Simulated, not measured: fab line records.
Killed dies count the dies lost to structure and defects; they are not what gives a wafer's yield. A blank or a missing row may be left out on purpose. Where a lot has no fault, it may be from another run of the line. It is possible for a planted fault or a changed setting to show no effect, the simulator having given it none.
Chamber matching	flow gf180mcu	GF_CONTACT_CMP_04 on cmp-02 has 4 sister chambers
The step polishes SiO2. 8 wafers are shown with their chamber, then 7 later ones without.

## EACH WAFER AND ITS CHAMBER
wafer	chamber	motorCurrentA (A)	timeToEndpointS (s)
L926.6	2	10.4	118
L930.6	0	12.5	121
L934.3	0	12.6	104
L937.1	3	11.7	107
L937.2	1	13.2	98
L937.3	2	10.0	107
L942.1	3	11.9	112
L942.5	1	12.1	110

## WAFERS WITH NO CHAMBER GIVEN
wafer	motorCurrentA (A)	timeToEndpointS (s)
L942.6	12.1	112
L943.3	10.2	109
L943.5	11.7	117
L943.6	12.6	114
L944.3	11.7	109
L944.4	13.0	109
L944.6	12.9	105

## WHICH CHAMBER EACH WENT THROUGH
wafer	from the rows above	in truth
L942.6	can't be placed: 3 or 0 or 1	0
L943.3	2	2
L943.5	can't be placed: 3 or 0 or 1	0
L943.6	can't be placed: 0 or 1 or 3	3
L944.3	can't be placed: 3 or 0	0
L944.4	can't be placed: 1 or 0 or 3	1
L944.6	can't be placed: 1 or 0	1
Correctly placed: 1 of 7. Cannot be placed on the basis of these rows: 6; the candidates contain the true chamber in 6. 0 placed wrongly.
How it was worked out, from the rows above alone: a wafer's distance from a chamber is the root of the sum, over the readings, of the square of ((its reading less the chamber's mean) divided by the reading's scatter). The wafer belongs to the nearest chamber; if the next one is less than 2 further off, it can't be placed. Each chamber's mean is taken over the wafers shown for it. The scatter is the square root of a quotient: the sum, over the shown wafers, of each reading's squared deviation from its chamber's mean, divided by wafers minus chambers.
